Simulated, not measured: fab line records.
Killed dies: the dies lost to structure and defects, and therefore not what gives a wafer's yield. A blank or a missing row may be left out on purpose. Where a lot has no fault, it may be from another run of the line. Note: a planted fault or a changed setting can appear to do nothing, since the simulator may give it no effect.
Which tool was responsible? | flow sky130 | 13 lots, 39 wafers sampled, at 4 steps of a route of 708

WHAT EACH GAUGE READ, for each wafer
No reading from a measuring or inspecting step in the record can be judged against a usual standard deviation.

EACH LOT AND THE TOOL THAT RAN IT (in order: tool; ch and the chambers of the sampled wafers; start)
lot  | SKY_VIA2_ETCH_15                  | SKY_VIA2_STRIP_16                   | SKY_VIA2_CVD_21              | SKY_PAD_OPEN_PROBE_99
L126 | rieDiel-02 ch 0,2,3, day 36 20:47 | plasmaAsher-03 ch 1, day 36 20:50   | cvdW-01 ch 1, day 36 21:33   | prober-01, day 46 04:19
L127 | rieDiel-01 ch 2,3, day 36 23:08   | plasmaAsher-02 ch 1, day 36 23:11   | cvdW-02 ch 1, day 36 23:56   | prober-02, day 46 09:13
L132 | rieDiel-02 ch 0,1,3, day 38 17:01 | plasmaAsher-04 ch 0,1, day 38 17:04 | cvdW-02 ch 0,1, day 38 17:44 | prober-02, day 47 16:58
L134 | rieDiel-01 ch 0,2,3, day 39 01:38 | plasmaAsher-04 ch 0,1, day 39 01:41 | cvdW-02 ch 0,1, day 39 02:22 | prober-01, day 47 23:10
L135 | rieDiel-02 ch 0,2,3, day 39 09:35 | plasmaAsher-02 ch 0,1, day 39 09:39 | cvdW-01 ch 0,1, day 39 10:19 | prober-02, day 48 07:22
L136 | rieDiel-02 ch 0,2,3, day 39 18:56 | plasmaAsher-02 ch 0,1, day 39 18:59 | cvdW-01 ch 0,1, day 39 19:38 | prober-01, day 48 14:05
L140 | rieDiel-02 ch 0,2,3, day 40 18:20 | plasmaAsher-03 ch 0,1, day 40 18:23 | cvdW-01 ch 0,1, day 40 19:12 | prober-01, day 49 05:30
L141 | rieDiel-01 ch 1,2,3, day 41 00:32 | plasmaAsher-02 ch 0,1, day 41 00:35 | cvdW-01 ch 0,1, day 41 01:20 | prober-02, day 49 12:25
L143 | rieDiel-03 ch 0,1,3, day 41 10:29 | plasmaAsher-02 ch 0,1, day 41 10:35 | cvdW-02 ch 0,1, day 41 11:26 | prober-01, day 49 18:59
L142 | rieDiel-01 ch 0,2,3, day 41 11:11 | plasmaAsher-04 ch 0,1, day 41 11:15 | cvdW-01 ch 0,1, day 41 12:19 | prober-02, day 49 21:02
L144 | rieDiel-03 ch 0,2,3, day 41 19:44 | plasmaAsher-03 ch 0,1, day 41 19:47 | cvdW-01 ch 0,1, day 41 20:29 | prober-01, day 50 01:21
L147 | rieDiel-02 ch 0,2,3, day 42 16:29 | plasmaAsher-04 ch 0,1, day 42 16:32 | cvdW-02 ch 0,1, day 42 17:11 | prober-02, day 50 15:24
L149 | rieDiel-01 ch 0,1, day 43 05:17   | plasmaAsher-03 ch 0,1, day 43 05:22 | cvdW-02 ch 0,1, day 43 06:02 | prober-01, day 51 00:40
- SKY_VIA2_ETCH_15: etches SiO2 in C4F8/O2/Ar, stops on TiN, target depth 546 nm, time 84 s.
- SKY_VIA2_STRIP_16: strips in O2/N2.
- SKY_VIA2_CVD_21: deposits W, target thk 420 nm, time 126.4 s.
- SKY_PAD_OPEN_PROBE_99

AS READ BY THE TOOLS THEMSELVES (means over the sampled wafers that have a number; for cases with no such wafer, the mark the record gives instead)
SKY_VIA2_ETCH_15.
lot  | tool       | biasW (W) | chamberPressureMTorr (mTorr) | oesProductAu (a.u.)
L126 | rieDiel-02 | 1203      | 39.98                        | 0.940
L127 | rieDiel-01 | 1201      | 39.99                        | 0.936
L132 | rieDiel-02 | 1200      | 40.01                        | 0.938
L134 | rieDiel-01 | 1203      | 40.01                        | 0.941
L135 | rieDiel-02 | 1198      | 39.99                        | 0.941
L136 | rieDiel-02 | 1196      | 40.00                        | 0.940
L140 | rieDiel-02 | -         | -                            | -
L141 | rieDiel-01 | -         | -                            | -
L143 | rieDiel-03 | -         | -                            | -
L142 | rieDiel-01 | 1198      | 39.99                        | 0.941
L144 | rieDiel-03 | 1201      | 40.02                        | 0.941
L147 | rieDiel-02 | 1201      | 39.97                        | 0.936
L149 | rieDiel-01 | 1199      | 40.01                        | 0.937

SKY_VIA2_STRIP_16.
lot  | tool           | drypumpMotorCurrentA (A) | oesProductAu (a.u.) | stripTimeToEndpointS (s)
L126 | plasmaAsher-03 | 6.2                      | 0.396               | 4.050
L127 | plasmaAsher-02 | 5.9                      | 0.396               | 4.047
L132 | plasmaAsher-04 | 5.1                      | 0.399               | 4.069
L134 | plasmaAsher-04 | 5.3                      | 0.396               | 4.046
L135 | plasmaAsher-02 | 5.4                      | 0.401               | 4.063
L136 | plasmaAsher-02 | 5.7                      | 0.394               | 4.039
L140 | plasmaAsher-03 | 5.6                      | 0.450               | 5.212
L141 | plasmaAsher-02 | 5.4                      | 0.445               | 5.193
L143 | plasmaAsher-02 | 5.7                      | 0.446               | 5.190
L142 | plasmaAsher-04 | 5.3                      | 0.399               | 4.041
L144 | plasmaAsher-03 | 5.9                      | 0.396               | 4.046
L147 | plasmaAsher-04 | 5.3                      | 0.400               | 4.044
L149 | plasmaAsher-03 | 5.6                      | 0.393               | 4.035

SKY_VIA2_CVD_21.
lot  | tool    | heaterPowerW (W)
L126 | cvdW-01 | 726
L127 | cvdW-02 | 923
L132 | cvdW-02 | 899
L134 | cvdW-02 | 913
L135 | cvdW-01 | 679
L136 | cvdW-01 | 681
L140 | cvdW-01 | 686
L141 | cvdW-01 | 687
L143 | cvdW-02 | 884
L142 | cvdW-01 | 693
L144 | cvdW-01 | 691
L147 | cvdW-02 | 907
L149 | cvdW-02 | 880

SKY_PAD_OPEN_PROBE_99.
lot  | tool      | killed_at_M0_to_M3 | killed_at_M4_up | killedAtContacts | killedAtFrontEnd | killedAtOther | killedDies | killedOnRim | killedOpen | killedShort
L126 | prober-01 | 47                 | 4.3             | 26               | 16               | 0.7           | 94         | 21          | 54         | 40
L127 | prober-02 | 46                 | 4.0             | 20               | 16               | 0.0           | 85         | 17          | 47         | 38
L132 | prober-02 | 41                 | 4.0             | 21               | 12               | 0.0           | 78         | 17          | 51         | 27
L134 | prober-01 | 47                 | 2.0             | 23               | 12               | 0.7           | 85         | 16          | 48         | 37
L135 | prober-02 | 39                 | 4.3             | 28               | 15               | 0.3           | 87         | 13          | 43         | 43
L136 | prober-01 | 38                 | 5.3             | 22               | 18               | 0.0           | 83         | 18          | 48         | 34
L140 | prober-01 | 456                | 4.3             | 20               | 11               | 0.3           | 492        | 96          | 43         | 31
L141 | prober-02 | 449                | 2.7             | 27               | 13               | 0.0           | 492        | 96          | 48         | 38
L143 | prober-01 | 441                | 4.7             | 27               | 18               | 1.3           | 492        | 96          | 47         | 43
L142 | prober-02 | 49                 | 2.7             | 27               | 20               | 0.7           | 98         | 17          | 59         | 39
L144 | prober-01 | 48                 | 3.0             | 24               | 16               | 0.3           | 92         | 19          | 54         | 38
L147 | prober-02 | 54                 | 3.3             | 26               | 17               | 0.3           | 100        | 18          | 54         | 46
L149 | prober-01 | 36                 | 4.7             | 31               | 13               | 0.3           | 85         | 20          | 46         | 39

THE ANSWER, worked out from the rows above alone
Rule: the usual values come from the lots themselves. The widest of any qualifying gaps counts: lots, ordered by their means at a reading, are off when they make up no more than a third of the lots, leave a main group of 4 or more, and stand apart from it by 3 or more times the standard deviation of that group's means. A main group is skipped when, at the precision printed for the reading in the tables above, its means are all equal. A lot without any number at a reading at which 4 lots or more have one is off too. All remaining lots with rows at the step are treated as sound. After the gauges, taken in route order, come the tools' own readings; for these a lot's mean is taken, as printed above. The first step at which some lot is off is used, and at that step the reading that is off furthest; a lot without a number counts as furthest.
Off: L140, L141, L143 (SKY_VIA2_ETCH_15, biasW). Without a number there: L140, L141, L143. The main group: mean 1200 W, standard deviation 2.1.
A tool fits if, at that step or a process step before it, it ran every lot that is off, and no sound lot after the first of them. Of those tried, none fits.

WHAT THE SIMULATOR PUT IN
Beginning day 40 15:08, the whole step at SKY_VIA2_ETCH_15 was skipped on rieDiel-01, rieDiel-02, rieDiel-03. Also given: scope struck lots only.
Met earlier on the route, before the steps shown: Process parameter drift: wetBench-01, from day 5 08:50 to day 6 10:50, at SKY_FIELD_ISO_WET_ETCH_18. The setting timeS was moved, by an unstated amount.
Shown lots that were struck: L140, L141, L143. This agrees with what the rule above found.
